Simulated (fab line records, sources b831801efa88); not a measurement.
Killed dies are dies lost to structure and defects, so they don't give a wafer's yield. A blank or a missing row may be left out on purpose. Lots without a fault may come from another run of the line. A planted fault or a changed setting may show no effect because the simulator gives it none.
Chamber matching | flow sky130 | SKY_LI_CONTACT_ETCH_15 on rie_diel-04: 4 sister chambers
The step etches PSG in C4F8/O2/Ar, stops on Si, target depth 600 nm. 4 wafers are shown with their chamber, then 7 later ones without.

WAFERS WITH THEIR CHAMBER
wafer  | chamber | chamber_pressure_mTorr (mTorr)
L677.1 | 3       | 39.98
L679.4 | 2       | 39.96
L690.1 | 1       | 39.96
L690.5 | 0       | 39.98

WAFERS WITHOUT THEIR CHAMBER
wafer  | chamber_pressure_mTorr (mTorr)
L690.6 | 39.91
L689.1 | 39.96
L689.2 | 39.97
L689.3 | 39.98
L694.2 | 39.99
L694.3 | 40.07
L694.5 | 40.02

WHICH CHAMBER EACH WENT THROUGH
wafer  | from the rows above               | in truth
L690.6 | can't be placed: 1 or 2 or 0 or 3 | 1
L689.1 | can't be placed: 1 or 2 or 0 or 3 | 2
L689.2 | can't be placed: 0 or 1 or 2 or 3 | 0
L689.3 | can't be placed: 0 or 3 or 1 or 2 | 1
L694.2 | can't be placed: 0 or 3 or 1 or 2 | 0
L694.3 | can't be placed: 0 or 3 or 1 or 2 | 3
L694.5 | can't be placed: 0 or 3 or 1 or 2 | 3
Placed correctly: 0 of 7. Can't be placed from these rows: 7 (the true chamber is among the candidates in 7). Placed wrongly: 0.
How it was worked out, from the rows above alone: a wafer's distance from a chamber is the root of the sum, over the readings, of the square of ((its reading less the chamber's mean) divided by the reading's scatter). The wafer belongs to the nearest chamber; if the next one is less than 2 further off, it can't be placed. A chamber's mean is the mean of its shown wafers. The scatter: with one shown wafer a chamber, the root of the mean of the squares of how far each hidden wafer lies from its nearest shown one.
